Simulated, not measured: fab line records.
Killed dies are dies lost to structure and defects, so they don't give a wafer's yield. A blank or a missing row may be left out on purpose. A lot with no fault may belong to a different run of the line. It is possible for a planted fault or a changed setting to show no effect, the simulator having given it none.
2 desks looking at one fault :: flow gf180mcu :: only its own numbers are on each desk; what lay behind them is given at the end

THE METROLOGY DESK
Means of the sampled wafers that have a number, per lot and without regard to the tool the lot ran on: this is what the gauges read. If a lot's mean is further than 4 standard deviations from the usual mean, the lot is out of limits and carries the mark OUT (the distance appears in the brackets).
Columns: A = HV_LDD_4_TW at GF_HV_LDD_TW_MEAS_50, usual 566
lot: L909
first seen here: day 12 14:35
A: 567

lot: L911
first seen here: day 13 14:25
A: 568

lot: L912
first seen here: day 13 21:49
A: 561

lot: L913
first seen here: day 14 06:05
A: 567

lot: L916
first seen here: day 15 03:55
A: 560

lot: L917
first seen here: day 15 12:17
A: 569

lot: L918
first seen here: day 15 21:15
A: 512 (-12) OUT

lot: L919
first seen here: day 16 09:01
A: 509 (-13) OUT

lot: L921
first seen here: day 16 22:08
A: 500 (-15) OUT

lot: L925
first seen here: day 18 01:19
A: 564

lot: L928
first seen here: day 19 07:35
A: 562

lot: L929
first seen here: day 19 16:56
A: 569

lot: L930
first seen here: day 19 22:07
A: 571
Per this desk, out of limits: L918, L919, L921; the first was L918, day 15 21:15 (HV_LDD_4_TW at GF_HV_LDD_TW_MEAS_50). L909, L911, L912, L913, L916, L917, L925, L928, L929, L930: within limits.

AT THE TOOL OWNER'S DESK: implanter-03
The tool's own readings at GF_HV_LDD_IMPLANT_48: means of the sampled wafers that have a number, for each lot that ran on this tool. If a lot's mean is further than 4 standard deviations from the usual mean, the lot is out of limits and carries the mark OUT (the distance appears in the brackets).
Columns: A = tilt_deg at GF_HV_LDD_IMPLANT_48, usual 7.001 degrees
lot: L917
first seen here: day 15 12:02
A: 6.980

lot: L918
first seen here: day 15 21:02
A: 0.016 (-99 or more) OUT

lot: L919
first seen here: day 16 08:46
A: -0.002 (-99 or more) OUT

lot: L921
first seen here: day 16 21:53
A: -0.005 (-99 or more) OUT

lot: L929
first seen here: day 19 16:43
A: 6.992
Finding of this desk: L918, L919, L921 out of limits; the first was L918 at day 15 21:02, on tilt_deg at GF_HV_LDD_IMPLANT_48. L917, L929: within limits.

BROUGHT TOGETHER
At day 15 21:02, on L918, L919, L921, the tool owner's desk was in a position to raise an alarm.
L918, L919, L921 would have let the metrology desk raise an alarm at day 15 21:15.
All the named lots went through GF_HV_LDD_IMPLANT_48 on implanter-03.

WHAT HAD BEEN PUT IN BY THE SIMULATOR
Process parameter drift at GF_HV_LDD_IMPLANT_48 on implanter-03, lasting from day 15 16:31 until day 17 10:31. Setting tilt_deg, moved by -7, from 7. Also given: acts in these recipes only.
Struck lots among those shown: L918, L919, L921.
Fault start to first reading out of limits, in hours, per desk: tool owner, 5; metrology, 5.
